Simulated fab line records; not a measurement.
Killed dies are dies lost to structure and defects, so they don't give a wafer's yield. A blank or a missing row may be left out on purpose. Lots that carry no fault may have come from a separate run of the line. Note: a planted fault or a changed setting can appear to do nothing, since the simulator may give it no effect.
fab line records + flow gf180mcu
[record]
- lots = 5
- wafers = 15
- lastDay = 33
route steps=602 shown VT_IMPLANT@96
lots untouched by any fault: they come from a run of this same line in which no faults occurred
startH: the number of hours between the record's first day and the start of the first shown wafer of the lot + waitH: how many hours have passed since the lot's step before this one + " unchanged from the row above + L1.1+2: several wafers, shown together as one row + - no value, or no start given + * or withheld: withheld + < > ~ a bound
route shown NAME@n: names a module that has steps shown in the file, with the first one's number in the route + usual: mean/standard deviation of fault-free wafers + same: alike in all rows + chamber/n: place in a boat + sites: each site's reading + _std_site: their standard deviation + _edge_site: inner sites' mean taken away from outer sites' mean + radiusMm: how far each site lies from the wafer's centre + mask NAME#n: copy n + behind: the most recent tool/chamber to have shaped the wafer + hold: what put the lot on hold/how long, in hours/how the hold closed + device: the transistor (n, p or np) that didn't switch + end of line: tests run on the same wafers once the route is complete + a step without rows: its recipe alone + killed: not the wafer's yield, but the dies lost to structure and defects at the first sort + map: dies across one wafer; x = killed, . = not, _ = none there
set.NAME: the run value of the setting; set.NAME@STEP: its run value at that earlier step + model.NAME: the simulator's own value behind a step, which no gauge read
lots seen at some steps along the route; tables by step, rows by wafer
services: a tool's chamber out of use, with start hour (startH, from the record's first day; less than 0 if before it), hours out, and reason
[[steps]]
[step GF_VT_IMPLANT_DEVELOP_06]
[recipe]
- developTimeS = 60
- devTempC = 23
[usual]
- resistLineTempC = 23.01/0.12
| lot.wafer | tool          | chamber | startH | waitH | resistLineTempC |
|-----------|---------------|---------|--------|-------|-----------------|
| L078.3    | lithoTrack-03 | 0       | 129.51 | 0.1   | 22.89           |
| L078.5    | "             | 0       | "      | "     | 22.97           |
| L078.6    | "             | 0       | "      | "     | 23.01           |
| L080.1    | lithoTrack-02 | 0       | 148.01 | 0.1   | 22.80           |
| L080.2    | "             | 0       | "      | "     | 22.99           |
| L080.4    | "             | 0       | "      | "     | 23.07           |
| L090.2    | lithoTrack-04 | 0       | 212.63 | 0.1   | 23.00           |
| L090.3    | "             | 0       | "      | "     | 23.07           |
| L090.6    | "             | 0       | "      | "     | 22.91           |
| L089.2    | lithoTrack-03 | 0       | 214.18 | 0.1   | 22.98           |
| L089.5    | "             | 0       | "      | "     | 23.08           |
| L089.6    | "             | 0       | "      | "     | 23.10           |
| L094.2    | lithoTrack-03 | 0       | 238.78 | 0.1   | 22.95           |
| L094.3    | "             | 0       | "      | "     | 22.96           |
| L094.6    | "             | 0       | "      | "     | 23.07           |
[step GF_VT_IMPLANT_OVL_MEAS_07]
[usual]
- VT_IMPLANT_OVL = 0.4/1.3
| lot.wafer | tool       | chamber | startH | waitH | VT_IMPLANT_OVL[nm] |
|-----------|------------|---------|--------|-------|--------------------|
| L078.3    | overlay-02 | -       | 129.62 | 0.1   | -0.2               |
| L078.5    | "          | -       | "      | "     | -0.7               |
| L078.6    | "          | -       | "      | "     | -0.8               |
| L080.1    | overlay-02 | -       | 148.16 | 0.1   | 1.3                |
| L080.2    | "          | -       | "      | "     | -0.7               |
| L080.4    | "          | -       | "      | "     | -0.1               |
| L090.2    | overlay-01 | -       | 212.76 | 0.1   | 1.2                |
| L090.3    | "          | -       | "      | "     | -1.8               |
| L090.6    | "          | -       | "      | "     | 0.4                |
| L089.2    | overlay-02 | -       | 214.31 | 0.1   | -1.9               |
| L089.5    | "          | -       | "      | "     | 0.2                |
| L089.6    | "          | -       | "      | "     | -1.5               |
| L094.2    | overlay-01 | -       | 238.91 | 0.1   | 2.4                |
| L094.3    | "          | -       | "      | "     | -0.2               |
| L094.6    | "          | -       | "      | "     | 2.0                |
[step GF_VT_IMPLANT_IMPLANT_08]
[recipe]
- species = BF2
- energyKev = 20
- doseCm2 = 8.29e+12
- tiltDeg = 7
[same]
- implantIonAmu = 49
| lot.wafer  | tool         | chamber | startH | waitH |
|------------|--------------|---------|--------|-------|
| L078.3+5+6 | implanter-02 | 0       | 129.69 | 0.1   |
| L080.1+2+4 | implanter-04 | 0       | 148.20 | 0.0   |
| L090.2+3+6 | implanter-02 | 0       | 212.82 | 0.0   |
| L089.2+5+6 | implanter-02 | 0       | 214.37 | 0.0   |
| L094.2+3+6 | implanter-04 | 0       | 238.97 | 0.0   |
[step GF_VT_IMPLANT_STRIP_09]
[recipe]
- chemistry = O2/N2
- powerW = 1400
- pressureMtorr = 1500
- platenTempC = 250
- o2FlowSccm = 3000
- n2FlowSccm = 300
- overashFraction = 0.5
[usual]
- drypumpMotorCurrentA = 5.6/0.41
- heaterPowerW = 339/20
- oesProductAu = 0.716/0.0045
- stripTimeToEndpointS = 12.63/0.039
| lot.wafer | tool           | chamber | startH | waitH | drypumpMotorCurrentA | heaterPowerW | oesProductAu | rfHoursCounterH | stripTimeToEndpointS |
|-----------|----------------|---------|--------|-------|----------------------|--------------|--------------|-----------------|----------------------|
| L078.3    | plasmaAsher-01 | 1       | 129.83 | 0.1   | 6.1                  | 341          | 0.720        | -               | 12.63                |
| L078.5    | "              | 0       | "      | "     | 5.6                  | 342          | 0.713        | -               | 12.63                |
| L078.6    | "              | 1       | "      | "     | 6.1                  | 348          | 0.724        | -               | 12.63                |
| L080.1    | plasmaAsher-02 | 0       | 148.35 | 0.1   | 5.3                  | 364          | 0.724        | 44              | 12.63                |
| L080.2    | "              | 1       | "      | "     | 5.9                  | 322          | 0.713        | 44              | 12.65                |
| L080.4    | "              | 0       | "      | "     | 5.2                  | 360          | 0.719        | -               | 12.63                |
| L090.2    | plasmaAsher-01 | 1       | 212.94 | 0.1   | 6.1                  | 351          | 0.708        | 40              | 12.60                |
| L090.3    | "              | 0       | "      | "     | 5.6                  | 346          | 0.715        | -               | 12.59                |
| L090.6    | "              | 1       | "      | "     | 6.1                  | 344          | 0.719        | -               | 12.60                |
| L089.2    | plasmaAsher-03 | 1       | 214.49 | 0.1   | 5.2                  | 311          | 0.714        | 10              | 12.64                |
| L089.5    | "              | 1       | "      | "     | 5.2                  | 316          | 0.713        | -               | 12.61                |
| L089.6    | "              | 0       | "      | "     | 4.6                  | 310          | 0.721        | -               | 12.64                |
| L094.2    | plasmaAsher-02 | 0       | 239.09 | 0.1   | 5.2                  | 362          | 0.720        | 54              | 12.66                |
| L094.3    | "              | 0       | "      | "     | 5.2                  | 370          | 0.712        | -               | 12.65                |
| L094.6    | "              | 1       | "      | "     | 6.0                  | 318          | 0.721        | -               | 12.70                |
[step GF_VT_IMPLANT_TW_MEAS_10]
[usual]
- VT_IMPLANT_TW = 559/5.4
| lot.wafer | tool         | chamber | startH | waitH | VT_IMPLANT_TW |
|-----------|--------------|---------|--------|-------|---------------|
| L078.3    | filmMetro-03 | -       | 129.91 | 0.1   | 564           |
| L078.5    | "            | -       | "      | "     | 568           |
| L078.6    | "            | -       | "      | "     | 567           |
| L080.1    | filmMetro-02 | -       | 148.45 | 0.1   | 556           |
| L080.2    | "            | -       | "      | "     | 553           |
| L080.4    | "            | -       | "      | "     | 557           |
| L090.2    | filmMetro-04 | -       | 213.05 | 0.1   | 563           |
| L090.3    | "            | -       | "      | "     | 561           |
| L090.6    | "            | -       | "      | "     | 558           |
| L089.2    | filmMetro-03 | -       | 214.60 | 0.1   | 566           |
| L089.5    | "            | -       | "      | "     | 565           |
| L089.6    | "            | -       | "      | "     | 564           |
| L094.2    | filmMetro-02 | -       | 239.20 | 0.1   | 554           |
| L094.3    | "            | -       | "      | "     | 553           |
| L094.6    | "            | -       | "      | "     | 555           |
[step GF_VT_IMPLANT_DEHYDRATE_11]
[recipe]
- tempC = 200
- timeS = 60
[usual]
- heaterPowerTotalW = 160.37/0.12
- resistLineTempC = 23.00/0.1
| lot.wafer | tool          | chamber | startH | waitH | heaterPowerTotalW | resistLineTempC |
|-----------|---------------|---------|--------|-------|-------------------|-----------------|
| L078.3    | lithoTrack-04 | 0       | 136.26 | 6.3   | 160.22            | 23.06           |
| L078.5    | "             | 0       | "      | "     | 160.43            | 22.99           |
| L078.6    | "             | 0       | "      | "     | 160.34            | 23.00           |
| L080.1    | lithoTrack-02 | 0       | 155.71 | 7.3   | 160.25            | 23.00           |
| L080.2    | "             | 0       | "      | "     | 160.37            | 23.04           |
| L080.4    | "             | 0       | "      | "     | 160.12            | 22.88           |
| L090.2    | lithoTrack-03 | 0       | 221.23 | 8.2   | 160.36            | 23.12           |
| L090.3    | "             | 0       | "      | "     | 160.53            | 23.03           |
| L090.6    | "             | 0       | "      | "     | 160.46            | 23.09           |
| L089.2    | lithoTrack-02 | 0       | 223.04 | 8.4   | 160.34            | 23.25           |
| L089.5    | "             | 0       | "      | "     | 160.31            | 23.36           |
| L089.6    | "             | 0       | "      | "     | 160.29            | 23.04           |
| L094.2    | lithoTrack-03 | 0       | 247.33 | 8.1   | 160.33            | 22.81           |
| L094.3    | "             | 0       | "      | "     | 160.28            | 22.88           |
| L094.6    | "             | 0       | "      | "     | 160.36            | 23.05           |
[step GF_VT_IMPLANT_HMDS_12]
[recipe]
- primeTimeS = 60
- primeTempC = 120
[usual]
- resistLineTempC = 22.99/0.1
| lot.wafer | tool          | chamber | startH | waitH | resistLineTempC |
|-----------|---------------|---------|--------|-------|-----------------|
| L078.3    | lithoTrack-04 | 0       | 136.41 | 0.1   | 23.07           |
| L078.5    | "             | 0       | "      | "     | 23.05           |
| L078.6    | "             | 0       | "      | "     | 22.83           |
| L080.1    | lithoTrack-02 | 0       | 155.86 | 0.1   | 22.95           |
| L080.2    | "             | 0       | "      | "     | 23.00           |
| L080.4    | "             | 0       | "      | "     | 23.04           |
| L090.2    | lithoTrack-03 | 0       | 221.38 | 0.1   | 23.14           |
| L090.3    | "             | 0       | "      | "     | 23.08           |
| L090.6    | "             | 0       | "      | "     | 23.25           |
| L089.2    | lithoTrack-02 | 0       | 223.19 | 0.1   | 22.96           |
| L089.5    | "             | 0       | "      | "     | 22.88           |
| L089.6    | "             | 0       | "      | "     | 23.03           |
| L094.2    | lithoTrack-03 | 0       | 247.48 | 0.1   | 23.14           |
| L094.3    | "             | 0       | "      | "     | 22.91           |
| L094.6    | "             | 0       | "      | "     | 22.87           |
[step GF_VT_IMPLANT_COAT_13]
[recipe]
- resist = NOVOLAK
- spinRpm = 3000
- resistThkNm = 993.9
[usual]
- resistLineTempC = 23.01/0.098
| lot.wafer | tool          | chamber | startH | waitH | resistLineTempC |
|-----------|---------------|---------|--------|-------|-----------------|
| L078.3    | lithoTrack-04 | 0       | 136.56 | 0.1   | 22.84           |
| L078.5    | "             | 0       | "      | "     | 22.91           |
| L078.6    | "             | 0       | "      | "     | 22.96           |
| L080.1    | lithoTrack-02 | 0       | 156.01 | 0.1   | 23.01           |
| L080.2    | "             | 0       | "      | "     | 22.99           |
| L080.4    | "             | 0       | "      | "     | 23.03           |
| L090.2    | lithoTrack-03 | 0       | 221.53 | 0.1   | 22.98           |
| L090.3    | "             | 0       | "      | "     | 22.86           |
| L090.6    | "             | 0       | "      | "     | 23.04           |
| L089.2    | lithoTrack-02 | 0       | 223.34 | 0.1   | 22.94           |
| L089.5    | "             | 0       | "      | "     | 22.96           |
| L089.6    | "             | 0       | "      | "     | 22.83           |
| L094.2    | lithoTrack-03 | 0       | 247.63 | 0.1   | 23.06           |
| L094.3    | "             | 0       | "      | "     | 22.90           |
| L094.6    | "             | 0       | "      | "     | 23.04           |
[step GF_VT_IMPLANT_SOFTBAKE_14]
[recipe]
- tempC = 90
- timeS = 60
- resist = NOVOLAK
[usual]
- heaterPowerTotalW = 56.59/0.041
- resistLineTempC = 23.01/0.1
| lot.wafer | tool          | chamber | startH | waitH | heaterPowerTotalW | resistLineTempC |
|-----------|---------------|---------|--------|-------|-------------------|-----------------|
| L078.3    | lithoTrack-04 | 0       | 136.71 | 0.1   | 56.57             | 23.10           |
| L078.5    | "             | 0       | "      | "     | 56.62             | 23.16           |
| L078.6    | "             | 0       | "      | "     | 56.63             | 23.06           |
| L080.1    | lithoTrack-02 | 0       | 156.16 | 0.1   | 56.58             | 22.99           |
| L080.2    | "             | 0       | "      | "     | 56.57             | 23.00           |
| L080.4    | "             | 0       | "      | "     | 56.62             | 22.88           |
| L090.2    | lithoTrack-03 | 0       | 221.68 | 0.1   | 56.63             | 22.96           |
| L090.3    | "             | 0       | "      | "     | 56.58             | 23.01           |
| L090.6    | "             | 0       | "      | "     | 56.64             | 22.97           |
| L089.2    | lithoTrack-02 | 0       | 223.49 | 0.1   | 56.59             | 22.95           |
| L089.5    | "             | 0       | "      | "     | 56.60             | 23.03           |
| L089.6    | "             | 0       | "      | "     | 56.60             | 23.06           |
| L094.2    | lithoTrack-03 | 0       | 247.78 | 0.1   | 56.62             | 22.88           |
| L094.3    | "             | 0       | "      | "     | 56.54             | 23.08           |
| L094.6    | "             | 0       | "      | "     | 56.53             | 22.95           |
[step GF_VT_IMPLANT_EXPOSE_15]
[recipe]
- maskId = Nwell_LV_AREA
- targetCdNm = 860
- na = 0.6
- sourceShape = conventional
- sigmaOuter = 0.6
- doseMj = 140
[usual]
- stageVelMmS = 499.99/0.26
[same]
- sigmaOuter = 0.6
| lot.wafer | tool            | chamber | startH | waitH | mask            | stageVelMmS |
|-----------|-----------------|---------|--------|-------|-----------------|-------------|
| L078.3    | ilineStepper-01 | 0       | -      | -     | Nwell_LV_AREA#0 | 499.83      |
| L078.5    | "               | 0       | "      | "     | Nwell_LV_AREA#0 | 499.77      |
| L078.6    | "               | 0       | "      | "     | Nwell_LV_AREA#0 | 500.03      |
| L080.1    | ilineStepper-02 | 0       | -      | -     | Nwell_LV_AREA#0 | 499.88      |
| L080.2    | "               | 0       | "      | "     | Nwell_LV_AREA#0 | 499.43      |
| L080.4    | "               | 0       | "      | "     | Nwell_LV_AREA#0 | 500.27      |
| L090.2    | ilineStepper-02 | 0       | -      | -     | Nwell_LV_AREA#0 | 500.34      |
| L090.3    | "               | 0       | "      | "     | Nwell_LV_AREA#0 | 499.97      |
| L090.6    | "               | 0       | "      | "     | Nwell_LV_AREA#0 | 499.73      |
| L089.2    | ilineStepper-02 | 0       | -      | -     | Nwell_LV_AREA#0 | 500.04      |
| L089.5    | "               | 0       | "      | "     | Nwell_LV_AREA#0 | 500.08      |
| L089.6    | "               | 0       | "      | "     | Nwell_LV_AREA#0 | 500.17      |
| L094.2    | ilineStepper-01 | 0       | -      | -     | Nwell_LV_AREA#0 | 500.13      |
| L094.3    | "               | 0       | "      | "     | Nwell_LV_AREA#0 | 500.40      |
| L094.6    | "               | 0       | "      | "     | Nwell_LV_AREA#0 | 500.36      |
[step GF_VT_IMPLANT_PEB_16]
[recipe]
- tempC = withheld
- timeS = *
- resist = NOVOLAK
[usual]
- resistLineTempC = *
| lot.wafer | tool          | chamber | startH | waitH | resistLineTempC |
|-----------|---------------|---------|--------|-------|-----------------|
| L078.3    | lithoTrack-03 | 0       | -      | -     | *               |
| L078.5    | "             | 0       | "      | "     | *               |
| L078.6    | "             | 0       | "      | "     | *               |
| L080.1    | lithoTrack-02 | 0       | -      | -     | *               |
| L080.2    | "             | 0       | "      | "     | *               |
| L080.4    | "             | 0       | "      | "     | *               |
| L090.2    | lithoTrack-03 | 0       | -      | -     | *               |
| L090.3    | "             | 0       | "      | "     | *               |
| L090.6    | "             | 0       | "      | "     | *               |
| L089.2    | lithoTrack-03 | 0       | -      | -     | *               |
| L089.5    | "             | 0       | "      | "     | *               |
| L089.6    | "             | 0       | "      | "     | *               |
| L094.2    | lithoTrack-04 | 0       | -      | -     | *               |
| L094.3    | "             | 0       | "      | "     | *               |
| L094.6    | "             | 0       | "      | "     | *               |
[step GF_VT_IMPLANT_DEVELOP_17]
[recipe]
- developTimeS = 60
- devTempC = 23
[usual]
- resistLineTempC = 22.98/0.11
| lot.wafer | tool          | chamber | startH | waitH | resistLineTempC |
|-----------|---------------|---------|--------|-------|-----------------|
| L078.3    | lithoTrack-03 | 0       | 144.11 | 0.1   | 23.01           |
| L078.5    | "             | 0       | "      | "     | 22.84           |
| L078.6    | "             | 0       | "      | "     | 22.94           |
| L080.1    | lithoTrack-02 | 0       | 163.76 | 0.1   | 23.01           |
| L080.2    | "             | 0       | "      | "     | 23.01           |
| L080.4    | "             | 0       | "      | "     | 23.09           |
| L090.2    | lithoTrack-03 | 0       | 230.68 | 0.1   | 23.02           |
| L090.3    | "             | 0       | "      | "     | 22.82           |
| L090.6    | "             | 0       | "      | "     | 22.96           |
| L089.2    | lithoTrack-03 | 0       | 231.63 | 0.1   | 23.01           |
| L089.5    | "             | 0       | "      | "     | 22.88           |
| L089.6    | "             | 0       | "      | "     | 22.87           |
| L094.2    | lithoTrack-04 | 0       | 256.88 | 0.1   | 22.88           |
| L094.3    | "             | 0       | "      | "     | 23.16           |
| L094.6    | "             | 0       | "      | "     | 23.02           |
[step GF_VT_IMPLANT_OVL_MEAS_18]
[usual]
- VT_IMPLANT_01_OVL = -0.2/1.3
| lot.wafer | tool       | chamber | startH | waitH | VT_IMPLANT_01_OVL[nm] |
|-----------|------------|---------|--------|-------|-----------------------|
| L078.3    | overlay-02 | -       | 144.22 | 0.1   | 2.1                   |
| L078.5    | "          | -       | "      | "     | 1.3                   |
| L078.6    | "          | -       | "      | "     | 0.0                   |
| L080.1    | overlay-01 | -       | 163.91 | 0.1   | -0.6                  |
| L080.2    | "          | -       | "      | "     | 0.8                   |
| L080.4    | "          | -       | "      | "     | 0.2                   |
| L090.2    | overlay-01 | -       | 230.81 | 0.1   | 0.4                   |
| L090.3    | "          | -       | "      | "     | -0.5                  |
| L090.6    | "          | -       | "      | "     | -0.9                  |
| L089.2    | overlay-01 | -       | 231.76 | 0.1   | -1.4                  |
| L089.5    | "          | -       | "      | "     | -2.0                  |
| L089.6    | "          | -       | "      | "     | -0.3                  |
| L094.2    | overlay-02 | -       | 257.01 | 0.1   | -0.6                  |
| L094.3    | "          | -       | "      | "     | -2.8                  |
| L094.6    | "          | -       | "      | "     | 0.3                   |
[step GF_VT_IMPLANT_IMPLANT_19]
[recipe]
- species = As
- energyKev = 100
- doseCm2 = 4.35e+12
- tiltDeg = 7
[same]
- implantIonAmu = 75
| lot.wafer  | tool         | chamber | startH | waitH |
|------------|--------------|---------|--------|-------|
| L078.3+5+6 | implanter-04 | 0       | 144.29 | 0.1   |
| L080.1+2+4 | implanter-01 | 0       | 163.95 | 0.0   |
| L090.2+3+6 | implanter-01 | 0       | 230.87 | 0.0   |
| L089.2+5+6 | implanter-02 | 0       | 231.82 | 0.0   |
| L094.2+3+6 | implanter-01 | 0       | 257.07 | 0.0   |
[step GF_VT_IMPLANT_STRIP_20]
[recipe]
- chemistry = O2/N2
- powerW = 1400
- pressureMtorr = 1500
- platenTempC = 250
- o2FlowSccm = 3000
- n2FlowSccm = 300
- overashFraction = 0.5
[usual]
- drypumpMotorCurrentA = 5.4/0.5
- heaterPowerW = 333/20
- oesProductAu = 0.715/0.0039
- stripTimeToEndpointS = 12.58/0.045
| lot.wafer | tool           | chamber | startH | waitH | drypumpMotorCurrentA | heaterPowerW | oesProductAu | rfHoursCounterH | stripTimeToEndpointS |
|-----------|----------------|---------|--------|-------|----------------------|--------------|--------------|-----------------|----------------------|
| L078.3    | plasmaAsher-01 | 1       | 144.43 | 0.1   | 6.1                  | 340          | 0.720        | -               | 12.60                |
| L078.5    | "              | 0       | "      | "     | 5.6                  | 351          | 0.713        | -               | 12.57                |
| L078.6    | "              | 1       | "      | "     | 6.1                  | 356          | 0.717        | -               | 12.57                |
| L080.1    | plasmaAsher-01 | 0       | 164.10 | 0.1   | 5.6                  | 338          | 0.721        | 35              | 12.64                |
| L080.2    | "              | 1       | "      | "     | 6.1                  | 342          | 0.718        | 35              | 12.62                |
| L080.4    | "              | 1       | "      | "     | 6.1                  | 340          | 0.708        | -               | 12.64                |
| L090.2    | plasmaAsher-03 | 0       | 230.99 | 0.1   | 4.6                  | 312          | 0.713        | 11              | 12.62                |
| L090.3    | "              | 1       | "      | "     | 5.2                  | 324          | 0.707        | -               | 12.62                |
| L090.6    | "              | 0       | "      | "     | 4.7                  | 314          | 0.722        | -               | 12.60                |
| L089.2    | plasmaAsher-01 | 0       | 231.94 | 0.1   | 5.6                  | 342          | 0.711        | 42              | 12.53                |
| L089.5    | "              | 0       | "      | "     | 5.6                  | 346          | 0.712        | -               | 12.55                |
| L089.6    | "              | 1       | "      | "     | 6.0                  | 349          | 0.710        | -               | 12.51                |
| L094.2    | plasmaAsher-01 | 1       | 257.19 | 0.1   | 6.1                  | 351          | 0.714        | 45              | 12.60                |
| L094.3    | "              | 0       | "      | "     | 5.6                  | 344          | 0.717        | -               | 12.54                |
| L094.6    | "              | 0       | "      | "     | 5.6                  | 332          | 0.714        | -               | 12.60                |
[step GF_VT_IMPLANT_TW_MEAS_21]
[usual]
- VT_IMPLANT_2_TW = 1204/9.7
| lot.wafer | tool         | chamber | startH | waitH | VT_IMPLANT_2_TW |
|-----------|--------------|---------|--------|-------|-----------------|
| L078.3    | filmMetro-02 | -       | 144.51 | 0.1   | 1194            |
| L078.5    | "            | -       | "      | "     | 1188            |
| L078.6    | "            | -       | "      | "     | 1194            |
| L080.1    | filmMetro-03 | -       | 164.20 | 0.1   | 1215            |
| L080.2    | "            | -       | "      | "     | 1219            |
| L080.4    | "            | -       | "      | "     | 1207            |
| L090.2    | filmMetro-03 | -       | 231.10 | 0.1   | 1209            |
| L090.3    | "            | -       | "      | "     | 1214            |
| L090.6    | "            | -       | "      | "     | 1216            |
| L089.2    | filmMetro-02 | -       | 232.05 | 0.1   | 1196            |
| L089.5    | "            | -       | "      | "     | 1192            |
| L089.6    | "            | -       | "      | "     | 1192            |
| L094.2    | filmMetro-04 | -       | 257.30 | 0.1   | 1199            |
| L094.3    | "            | -       | "      | "     | 1206            |
| L094.6    | "            | -       | "      | "     | 1198            |
[step GF_VT_IMPLANT_DEHYDRATE_22]
[recipe]
- tempC = 200
- timeS = 60
[usual]
- heaterPowerTotalW = 160.37/0.13
- resistLineTempC = 23.00/0.11
| lot.wafer | tool          | chamber | startH | waitH | heaterPowerTotalW | resistLineTempC |
|-----------|---------------|---------|--------|-------|-------------------|-----------------|
| L078.3    | lithoTrack-02 | 0       | 151.61 | 7.1   | 160.60            | 22.87           |
| L078.5    | "             | 0       | "      | "     | 160.16            | 23.05           |
| L078.6    | "             | 0       | "      | "     | 160.41            | 23.07           |
| L080.1    | lithoTrack-04 | 0       | 171.91 | 7.7   | 160.34            | 23.00           |
| L080.2    | "             | 0       | "      | "     | 160.63            | 23.00           |
| L080.4    | "             | 0       | "      | "     | 160.40            | 23.02           |
| L090.2    | lithoTrack-04 | 0       | 239.53 | 8.4   | 160.20            | 23.07           |
| L090.3    | "             | 0       | "      | "     | 160.47            | 23.16           |
| L090.6    | "             | 0       | "      | "     | 160.47            | 23.09           |
| L089.2    | lithoTrack-02 | 0       | 240.69 | 8.6   | 160.30            | 23.11           |
| L089.5    | "             | 0       | "      | "     | 160.54            | 23.02           |
| L089.6    | "             | 0       | "      | "     | 160.45            | 23.19           |
| L094.2    | lithoTrack-04 | 0       | 265.88 | 8.6   | 160.17            | 23.01           |
| L094.3    | "             | 0       | "      | "     | 160.40            | 22.99           |
| L094.6    | "             | 0       | "      | "     | 160.20            | 22.92           |
[step GF_VT_IMPLANT_HMDS_23]
[recipe]
- primeTimeS = 60
- primeTempC = 120
[usual]
- resistLineTempC = 22.97/0.095
| lot.wafer | tool          | chamber | startH | waitH | resistLineTempC |
|-----------|---------------|---------|--------|-------|-----------------|
| L078.3    | lithoTrack-02 | 0       | 151.76 | 0.1   | 23.06           |
| L078.5    | "             | 0       | "      | "     | 22.88           |
| L078.6    | "             | 0       | "      | "     | 23.00           |
| L080.1    | lithoTrack-04 | 0       | 172.06 | 0.1   | 23.18           |
| L080.2    | "             | 0       | "      | "     | 23.09           |
| L080.4    | "             | 0       | "      | "     | 23.12           |
| L090.2    | lithoTrack-04 | 0       | 239.68 | 0.1   | 22.81           |
| L090.3    | "             | 0       | "      | "     | 22.99           |
| L090.6    | "             | 0       | "      | "     | 22.81           |
| L089.2    | lithoTrack-02 | 0       | 240.84 | 0.1   | 22.97           |
| L089.5    | "             | 0       | "      | "     | 22.95           |
| L089.6    | "             | 0       | "      | "     | 23.04           |
| L094.2    | lithoTrack-04 | 0       | 266.03 | 0.1   | 22.82           |
| L094.3    | "             | 0       | "      | "     | 23.09           |
| L094.6    | "             | 0       | "      | "     | 23.01           |
[step GF_VT_IMPLANT_COAT_24]
[recipe]
- resist = NOVOLAK
- spinRpm = 3000
- resistThkNm = 1000
[usual]
- resistLineTempC = 23.00/0.1
| lot.wafer | tool          | chamber | startH | waitH | resistLineTempC |
|-----------|---------------|---------|--------|-------|-----------------|
| L078.3    | lithoTrack-02 | 0       | 151.91 | 0.1   | 23.06           |
| L078.5    | "             | 0       | "      | "     | 23.17           |
| L078.6    | "             | 0       | "      | "     | 22.87           |
| L080.1    | lithoTrack-04 | 0       | 172.21 | 0.1   | 23.05           |
| L080.2    | "             | 0       | "      | "     | 22.95           |
| L080.4    | "             | 0       | "      | "     | 23.11           |
| L090.2    | lithoTrack-04 | 0       | 239.83 | 0.1   | 23.07           |
| L090.3    | "             | 0       | "      | "     | 23.17           |
| L090.6    | "             | 0       | "      | "     | 23.06           |
| L089.2    | lithoTrack-02 | 0       | 240.99 | 0.1   | 22.86           |
| L089.5    | "             | 0       | "      | "     | 22.92           |
| L089.6    | "             | 0       | "      | "     | 22.97           |
| L094.2    | lithoTrack-04 | 0       | 266.18 | 0.1   | 22.98           |
| L094.3    | "             | 0       | "      | "     | 22.98           |
| L094.6    | "             | 0       | "      | "     | 22.88           |
[[services]]
| tool            | chamber | startH | hours | kind        |
|-----------------|---------|--------|-------|-------------|
| implanter-01    | -       | 108.33 | 19.7  | pm          |
| plasmaAsher-03  | -       | 108.75 | 9.0   | pm          |
| plasmaAsher-03  | 0       | 108.75 | 9.0   | ventCycle   |
| plasmaAsher-03  | 1       | 108.75 | 9.0   | ventCycle   |
| plasmaAsher-03  | 0       | 117.75 | -     | clean       |
| plasmaAsher-03  | 1       | 117.75 | -     | clean       |
| plasmaAsher-01  | -       | 123.77 | 2.8   | pm          |
| ilineStepper-02 | 0       | 148.05 | -     | calibration |
| implanter-02    | -       | 164.08 | 2.5   | repair      |
| plasmaAsher-03  | -       | 164.94 | 0.5   | repair      |
| ilineStepper-02 | -       | 167.66 | 7.3   | repair      |
| plasmaAsher-03  | -       | 182.87 | 0.6   | repair      |
| implanter-02    | -       | 194.51 | 0.9   | repair      |
| implanter-02    | -       | 196.59 | 2.2   | repair      |
| ilineStepper-02 | -       | 204.15 | 11.6  | repair      |
| implanter-04    | -       | 206.77 | 3.4   | repair      |
| implanter-01    | -       | 208.50 | 2.6   | repair      |
| plasmaAsher-03  | -       | 224.04 | 1.9   | repair      |
| ilineStepper-01 | -       | 233.81 | 3.3   | repair      |
| implanter-01    | -       | 239.51 | 0.5   | repair      |
| ilineStepper-01 | 0       | 242.11 | -     | calibration |
| implanter-02    | -       | 256.45 | 2.7   | repair      |
| implanter-04    | -       | 258.26 | 3.8   | pm          |
| ilineStepper-01 | -       | 261.10 | 1.7   | pm          |
[[key]]
fault none
